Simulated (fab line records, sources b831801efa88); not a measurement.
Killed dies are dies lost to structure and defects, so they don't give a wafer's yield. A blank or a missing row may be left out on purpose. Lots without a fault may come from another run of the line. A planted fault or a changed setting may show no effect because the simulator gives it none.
Problem report in the 8D (eight disciplines) form, filled by code | flow sky130 | the parts of the form that need people (team, actions taken, sign-off) are left out

1. THE PROBLEM
strip_time_to_endpoint_s at SKY_LOCAL_INTERCONNECT_STRIP_15 reads a mean of 4.870 s on 6 wafers of 2 lots; wafers without a fault read 4.706 s with a standard deviation of 0.023. That is +7.2 standard deviations from the usual mean.
The step: strips in O2/N2.
First seen on wafer L783.3, day 35 22:36, on plasma_asher-02. The record holds 39 wafers of 13 lots with a number at this step. Rule for "out", or "out of limits": more than 4 standard deviations from the usual mean. The other wafers with a number count as sound.

2. WHAT IT IS AND WHAT IT IS NOT
question                    | is                               | is not
which readings at this step | strip_time_to_endpoint_s         | drypump_motor_current_A
which lots                  | L783, L785                       | L768, L771, L772, L773, L774, L775, L776, L777, L779, L781, L782
which wafers of those lots  | all that have a number           | -
read on which tools         | plasma_asher-02, plasma_asher-04 | plasma_asher-01
when                        | from day 35 22:36                | up to then (33 sound wafers)

3. SUSPECTS, AND WHAT RULES EACH OUT
Counting: a tool at a process step up to the reading stays a suspect if it ran every lot that is out and no sound lot after the first of them.
- litho_track-03 at SKY_LOCAL_INTERCONNECT_COAT_06 (resist thk 450 nm): kept. It ran every lot that is out, first L783 (day 34 23:00), and no sound lot after that; its last sound lot up to then is L781 (day 34 18:00).
Left after counting: litho_track-03 at SKY_LOCAL_INTERCONNECT_COAT_06.

4. THE CAUSE (what the simulator had put in)
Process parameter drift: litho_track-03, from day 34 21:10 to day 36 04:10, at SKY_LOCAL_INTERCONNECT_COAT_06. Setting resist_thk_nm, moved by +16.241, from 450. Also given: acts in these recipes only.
Counting left only this tool.

5. THE CHAIN OF EFFECTS, in route order
Each row: a reading whose mean over the struck wafers that have a number lies more than 3 standard deviations from the usual. Only readings for which the record gives a usual standard deviation are gone through. hours: the time from each lot's start at the first step in this table that gives one to its start at this step, as a median over the lots. sigmas: the change in usual standard deviations.
hours | step                            | reading                  | usual   | on struck wafers | change | sigmas
0     | SKY_LOCAL_INTERCONNECT_STRIP_15 | strip_time_to_endpoint_s | 4.706 s | 4.870            | +0.164 | +7.2
The process steps in it:
- SKY_LOCAL_INTERCONNECT_STRIP_15: strips in O2/N2.
Later measuring or inspecting steps at which every struck wafer that the step has a row for has a number for every such reading, and none has moved that far: SKY_CONTACT_THK_MEAS_01.

6. WHAT WOULD HAVE CAUGHT IT SOONER
In this record the first reading out of limits was taken at day 35 22:36, 25 hours after the fault began at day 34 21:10.
Of the lots that are out (2), L785 began SKY_LOCAL_INTERCONNECT_COAT_06 on litho_track-03 after day 35 22:36. A hold on the tool at that time would have spared it.
